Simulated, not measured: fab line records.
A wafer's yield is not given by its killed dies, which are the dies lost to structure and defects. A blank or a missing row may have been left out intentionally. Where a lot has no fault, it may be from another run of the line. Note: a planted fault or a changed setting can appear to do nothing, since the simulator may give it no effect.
fab line records -- flow sky130 -- part 2 of 2: steps 24 to 31 of 31
record lots=5, wafers=15, last_day=52
route steps=708 shown NWELL@64 PWDE@84 VT_ADJUST_HVTP@85
lots untouched by any fault: they come from a run of this same line in which no faults occurred
start_h: hours from the record's first day to the start of the lot's first wafer shown -- wait_h: how many hours have passed since the lot's step before this one -- " as in the row above -- L1.1+2: a single row standing in for several wafers -- - no value, or no start given -- * or withheld: withheld -- < > ~ a bound
route shown NAME@n: NAME is a module with steps in the file, n the number in the route of the first one -- usual: mean and standard deviation over wafers with no fault -- same: alike in all rows -- chamber/n: place in a boat -- sites: readings site by site -- _std_site: their standard deviation -- _edge_site: the outer-site mean with the inner-site mean subtracted -- radius_mm: for every site, how far away it sits from the centre of the wafer -- mask NAME#n: copy n -- behind: the most recent tool/chamber to have shaped the wafer -- hold: reason for holding the lot/hours on hold/outcome of the hold -- device: names the non-switching transistor (n, p or np) -- end of line: at the end of the route, the tests of the same wafers -- a step without rows: its recipe alone -- killed: dies that structure and defects cost at the first sort, which is not the same as the wafer's yield -- map: the dies of a wafer, with x for killed, . for not killed, _ for no die there
set.NAME: the setting that was run; set.NAME@STEP: the one run at that earlier step -- model.NAME: the simulator's own value behind a step, which no gauge read
certain route steps with their lots: each step a table, each wafer a row
services: the hour from which a tool's chamber was out of use, counted from the record's first day as start_h (under 0 if before that day), plus the number of hours and why
## steps
# step SKY_VT_ADJUST_HVTP_SOFTBAKE_03
# recipe temp_c=90, time_s=60, resist=NOVOLAK
# usual exhaust_pa=44.9/0.83, resist_line_temp_C=23.01/0.1
lot.wafer,tool,chamber,start_h,wait_h,exhaust_pa,resist_line_temp_C
L085.3,litho_track-04,0,162.56,0.1,42.5,22.96
L085.5,litho_track-04,0,162.56,0.1,45.2,22.88
L085.6,litho_track-04,0,162.56,0.1,42.5,23.08
L088.2,litho_track-02,0,173.21,0.1,45.8,22.91
L088.3,litho_track-02,0,173.21,0.1,45.2,22.99
L088.5,litho_track-02,0,173.21,0.1,44.5,23.05
L089.3,litho_track-02,0,176.39,0.1,43.5,22.90
L089.4,litho_track-02,0,176.39,0.1,44.1,22.87
L089.6,litho_track-02,0,176.39,0.1,43.6,22.78
L091.2,litho_track-04,0,182.58,0.1,44.5,23.19
L091.4,litho_track-04,0,182.58,0.1,43.8,23.02
L091.5,litho_track-04,0,182.58,0.1,45.7,22.99
L097.1,litho_track-04,0,332.31,0.1,44.0,23.00
L097.4,litho_track-04,0,332.31,0.1,46.6,23.12
L097.6,litho_track-04,0,332.31,0.1,46.1,23.10
# step SKY_VT_ADJUST_HVTP_EXPOSE_04
# recipe mask_id=HVTPM, na=0.6, source_shape=conventional, sigma_outer=0.6, polarization=unpolarized, target_cd_nm=380, dose_mj=140
# usual stage_vel_mm_s=500.04/0.24
lot.wafer,tool,chamber,start_h,wait_h,mask,stage_vel_mm_s
L085.3,iline_stepper-01,0,-,-,HVTPM#0,499.66
L085.5,iline_stepper-01,0,-,-,HVTPM#0,500.24
L085.6,iline_stepper-01,0,-,-,HVTPM#0,499.78
L088.2,iline_stepper-01,0,-,-,HVTPM#0,500.08
L088.3,iline_stepper-01,0,-,-,HVTPM#0,500.23
L088.5,iline_stepper-01,0,-,-,HVTPM#0,499.76
L089.3,iline_stepper-02,0,-,-,HVTPM#0,500.17
L089.4,iline_stepper-02,0,-,-,HVTPM#0,500.07
L089.6,iline_stepper-02,0,-,-,HVTPM#0,500.37
L091.2,iline_stepper-02,0,-,-,HVTPM#0,499.94
L091.4,iline_stepper-02,0,-,-,HVTPM#0,500.18
L091.5,iline_stepper-02,0,-,-,HVTPM#0,499.85
L097.1,iline_stepper-01,0,-,-,HVTPM#0,500.29
L097.4,iline_stepper-01,0,-,-,HVTPM#0,500.48
L097.6,iline_stepper-01,0,-,-,HVTPM#0,500.31
# step SKY_VT_ADJUST_HVTP_PEB_05
# recipe temp_c=withheld, time_s=*, resist=NOVOLAK
# usual exhaust_pa=44.8/0.98, resist_line_temp_C=*
lot.wafer,tool,chamber,start_h,wait_h,exhaust_pa,resist_line_temp_C
L085.3,litho_track-01,0,-,-,44.9,*
L085.5,litho_track-01,0,-,-,43.6,*
L085.6,litho_track-01,0,-,-,43.5,*
L088.2,litho_track-01,0,-,-,44.7,*
L088.3,litho_track-01,0,-,-,43.8,*
L088.5,litho_track-01,0,-,-,45.2,*
L089.3,litho_track-02,0,-,-,43.8,*
L089.4,litho_track-02,0,-,-,44.5,*
L089.6,litho_track-02,0,-,-,43.9,*
L091.2,litho_track-02,0,-,-,46.2,*
L091.4,litho_track-02,0,-,-,46.1,*
L091.5,litho_track-02,0,-,-,45.6,*
L097.1,litho_track-02,0,-,-,45.5,*
L097.4,litho_track-02,0,-,-,45.7,*
L097.6,litho_track-02,0,-,-,44.7,*
# step SKY_VT_ADJUST_HVTP_DEVELOP_06
# recipe resist=NOVOLAK, developer=TMAH, develop_time_s=60, dev_temp_c=23
# usual exhaust_pa=45.0/0.91, resist_line_temp_C=22.99/0.09
lot.wafer,tool,chamber,start_h,wait_h,exhaust_pa,resist_line_temp_C
L085.3,litho_track-01,0,168.56,0.1,44.6,22.95
L085.5,litho_track-01,0,168.56,0.1,44.2,22.94
L085.6,litho_track-01,0,168.56,0.1,44.7,22.85
L088.2,litho_track-01,0,178.04,0.1,44.2,23.07
L088.3,litho_track-01,0,178.04,0.1,44.3,23.07
L088.5,litho_track-01,0,178.04,0.1,42.5,23.04
L089.3,litho_track-02,0,181.64,0.1,44.7,22.82
L089.4,litho_track-02,0,181.64,0.1,45.1,22.93
L089.6,litho_track-02,0,181.64,0.1,45.8,23.01
L091.2,litho_track-02,0,186.41,0.1,44.8,23.10
L091.4,litho_track-02,0,186.41,0.1,45.6,23.06
L091.5,litho_track-02,0,186.41,0.1,45.0,23.00
L097.1,litho_track-02,0,345.19,0.1,46.9,22.93
L097.4,litho_track-02,0,345.19,0.1,46.1,22.88
L097.6,litho_track-02,0,345.19,0.1,44.9,23.00
# step SKY_VT_ADJUST_HVTP_CD_MEAS_07
# recipe target_cd_nm=380
# usual cd_nm=379.8/2.6
lot.wafer,tool,chamber,start_h,wait_h,cd_nm
L085.3,cd_sem-01,-,168.70,0.1,377.0
L085.5,cd_sem-01,-,168.70,0.1,380.0
L085.6,cd_sem-01,-,168.70,0.1,377.7
L088.2,cd_sem-01,-,178.18,0.1,383.0
L088.3,cd_sem-01,-,178.18,0.1,380.9
L088.5,cd_sem-01,-,178.18,0.1,383.6
L089.3,cd_sem-02,-,181.78,0.1,380.9
L089.4,cd_sem-02,-,181.78,0.1,382.1
L089.6,cd_sem-02,-,181.78,0.1,381.4
L091.2,cd_sem-02,-,186.56,0.1,380.5
L091.4,cd_sem-02,-,186.56,0.1,381.4
L091.5,cd_sem-02,-,186.56,0.1,381.1
L097.1,cd_sem-01,-,345.34,0.1,381.6
L097.4,cd_sem-01,-,345.34,0.1,380.1
L097.6,cd_sem-01,-,345.34,0.1,381.2
# step SKY_VT_ADJUST_HVTP_OVL_MEAS_08
# usual VT_ADJUST_HVTP_OVL=-0.8/1.7
lot.wafer,tool,chamber,start_h,wait_h,VT_ADJUST_HVTP_OVL[nm]
L085.3,overlay-01,-,168.80,0.1,-0.9
L085.5,overlay-01,-,168.80,0.1,-2.5
L085.6,overlay-01,-,168.80,0.1,-1.8
L088.2,overlay-01,-,178.29,0.1,-1.5
L088.3,overlay-01,-,178.29,0.1,-2.1
L088.5,overlay-01,-,178.29,0.1,-0.9
L089.3,overlay-02,-,181.87,0.1,-1.3
L089.4,overlay-02,-,181.87,0.1,1.1
L089.6,overlay-02,-,181.87,0.1,1.2
L091.2,overlay-01,-,186.66,0.1,1.5
L091.4,overlay-01,-,186.66,0.1,1.3
L091.5,overlay-01,-,186.66,0.1,2.6
L097.1,overlay-01,-,345.46,0.1,-3.0
L097.4,overlay-01,-,345.46,0.1,-3.0
L097.6,overlay-01,-,345.46,0.1,-1.3
# step SKY_VT_ADJUST_HVTP_IMPLANT_09
# recipe species=As, energy_kev=150, dose_cm2=4.3e+12, tilt_deg=withheld
# usual dose_ions_cm2=4.301e+12/4.9e+09
lot.wafer,tool,chamber,start_h,wait_h,dose_ions_cm2
L085.3,implanter-04,0,168.87,0.1,4.298e+12
L085.5,implanter-04,0,168.87,0.1,4.301e+12
L085.6,implanter-04,0,168.87,0.1,4.298e+12
L088.2,implanter-03,0,178.34,0.0,4.306e+12
L088.3,implanter-03,0,178.34,0.0,4.301e+12
L088.5,implanter-03,0,178.34,0.0,4.302e+12
L089.3,implanter-02,0,181.94,0.1,4.304e+12
L089.4,implanter-02,0,181.94,0.1,4.3e+12
L089.6,implanter-02,0,181.94,0.1,4.303e+12
L091.2,implanter-04,0,186.72,0.0,4.292e+12
L091.4,implanter-04,0,186.72,0.0,4.293e+12
L091.5,implanter-04,0,186.72,0.0,4.298e+12
L097.1,implanter-02,0,345.49,0.0,4.291e+12
L097.4,implanter-02,0,345.49,0.0,4.302e+12
L097.6,implanter-02,0,345.49,0.0,4.304e+12
# step SKY_VT_ADJUST_HVTP_STRIP_10
# recipe chemistry=O2/N2, power_w=1400, pressure_mtorr=1500, platen_temp_c=withheld, o2_flow_sccm=3000, n2_flow_sccm=300, overash_fraction=0.5
# usual drypump_motor_current_A=5.89/0.19, oes_product_au=0.715/0.0047, strip_time_to_endpoint_s=14.18/0.035
# same overash_fraction=0.5
lot.wafer,tool,chamber,start_h,wait_h,drypump_motor_current_A,oes_product_au,rf_hours_counter_h,strip_time_to_endpoint_s
L085.3,plasma_asher-03,0,169.00,0.1,5.87,0.722,-,14.18
L085.5,plasma_asher-03,1,169.00,0.1,6.14,0.719,-,14.14
L085.6,plasma_asher-03,0,169.00,0.1,5.84,0.717,-,14.13
L088.2,plasma_asher-02,0,178.47,0.1,5.95,0.710,49,14.13
L088.3,plasma_asher-02,0,178.47,0.1,5.97,0.711,-,14.13
L088.5,plasma_asher-02,0,178.47,0.1,5.95,0.716,-,14.15
L089.3,plasma_asher-04,1,182.08,0.1,5.88,0.717,-,14.19
L089.4,plasma_asher-04,0,182.08,0.1,5.57,0.714,-,14.20
L089.6,plasma_asher-04,1,182.08,0.1,5.89,0.714,-,14.17
L091.2,plasma_asher-04,1,186.84,0.1,5.89,0.714,52,14.13
L091.4,plasma_asher-04,0,186.84,0.1,5.55,0.712,-,14.14
L091.5,plasma_asher-04,0,186.84,0.1,5.55,0.713,-,14.16
L097.1,plasma_asher-04,1,345.64,0.1,5.89,0.713,67,14.22
L097.4,plasma_asher-04,0,345.64,0.1,5.55,0.712,-,14.19
L097.6,plasma_asher-04,0,345.64,0.1,5.54,0.717,-,14.21
## services
tool,chamber,start_h,hours,kind
implanter-04,-,133.66,2.6,repair
implanter-02,-,154.16,14.1,pm
iline_stepper-01,-,176.71,1.7,pm
plasma_asher-01,-,192.31,1.9,repair
implanter-02,-,225.19,5.8,repair
plasma_asher-04,-,228.94,2.8,pm
implanter-02,-,240.19,3.1,repair
implanter-03,-,240.34,2.8,repair
iline_stepper-02,-,245.26,1.7,pm
implanter-01,-,251.56,28.1,repair
implanter-04,-,271.72,43.5,repair
plasma_asher-03,-,277.60,1.3,repair
implanter-01,-,284.88,5.4,pm
wet_bench-03,-,285.35,3.7,repair
plasma_asher-01,-,289.19,3.2,repair
plasma_asher-02,-,297.63,0.9,repair
iline_stepper-01,-,302.33,2.1,pm
iline_stepper-02,-,304.62,2.2,repair
plasma_asher-01,-,309.74,2.8,pm
implanter-04,-,319.39,18.0,pm
plasma_asher-01,-,325.94,1.8,repair
plasma_asher-02,-,337.01,1.3,repair
iline_stepper-01,-,338.50,5.1,repair
implanter-03,-,341.01,4.6,pm
